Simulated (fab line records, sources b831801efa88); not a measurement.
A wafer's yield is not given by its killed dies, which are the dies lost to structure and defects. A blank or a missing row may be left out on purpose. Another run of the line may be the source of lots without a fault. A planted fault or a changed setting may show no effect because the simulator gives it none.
Code-filled problem report in 8D (eight disciplines) form + flow gf180mcu + the parts of the form that need people (team, actions taken, sign-off) are left out

## 1. WHAT IS WRONG
Mean of spin-speed-rpm at GF_NSD_COAT_02: 2882.6 rpm across 6 wafers in 2 lots; on wafers with no fault it is 3000.1 rpm (standard deviation 1.8). That puts it -65 standard deviations away from the usual mean.
The step: resist thk 1000 nm.
Seen first at day 17 18:17 on litho-track-03, wafer L134.1. At this step, 36 wafers from 12 lots have a number in the record. Rule for "out", or "out of limits": more than 4 standard deviations from the usual mean. The rest of the wafers with a number are treated as sound.

## 2. WHAT IT IS; WHAT IT IS NOT
| question                    | is                     | is not                                                                          |
|-----------------------------|------------------------|---------------------------------------------------------------------------------|
| which readings at this step | spin-speed-rpm         | -                                                                               |
| which lots                  | L134, L136             | L120, L121, L122, L123, L124, L125, L127, L139, L142, L143                      |
| which wafers of those lots  | all that have a number | -                                                                               |
| read on which tools         | litho-track-03         | litho-track-01, litho-track-04                                                  |
| when                        | from day 17 18:17      | up to then (21 sound wafers); but 9 sound wafers of L139, L142, L143 came after |

## 3. THE SUSPECTS, EACH WITH WHAT RULES IT OUT
Counting: any tool at a process step up to the reading is kept as a suspect provided that every lot that is out went through it and no sound lot did after the first of them.
- litho-track-03 at GF_NSD_COAT_02 (resist thk 1000 nm): kept. It ran every lot that is out, first L134 (day 17 18:17), and no sound lot after that; its last sound lot up to then is L127 (day 15 05:14). Its own readings are out on those wafers: spin-speed-rpm.
After counting, what remains is litho-track-03 at GF_NSD_COAT_02.

## 4. THE CAUSE (what the simulator had put in)
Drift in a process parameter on litho-track-03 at GF_NSD_COAT_02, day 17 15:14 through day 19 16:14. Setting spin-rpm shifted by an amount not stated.
Only this tool survived the counting.

## 5. THE CHAIN OF EFFECTS, in route order
One row per reading whose mean, taken over the struck wafers that have a number, lies over 3 standard deviations from the usual. Only readings whose record carries a usual standard deviation are examined. hours: median over the lots of the time between each lot's start at the first step of this table that gives one and its start at this step. sigmas: the change, counted in usual standard deviations.
| hours | step            | reading                  | usual      | on struck wafers | change | sigmas |
|-------|-----------------|--------------------------|------------|------------------|--------|--------|
| 0     | GF_NSD_COAT_02  | spin-speed-rpm           | 3000.1 rpm | 2882.6           | -117.5 | -65    |
| 12    | GF_NSD_STRIP_11 | strip-time-to-endpoint-s | 22.96 s    | 23.22            | +0.26  | +6.3   |
Its process steps:
- GF_NSD_COAT_02: resist thk 1000 nm.
- GF_NSD_STRIP_11: strips in O2/N2.

## 6. WHAT WOULD HAVE CAUGHT IT SOONER
In this record the first reading out of limits was taken at day 17 18:17, 3 hours after the fault began at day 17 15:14.
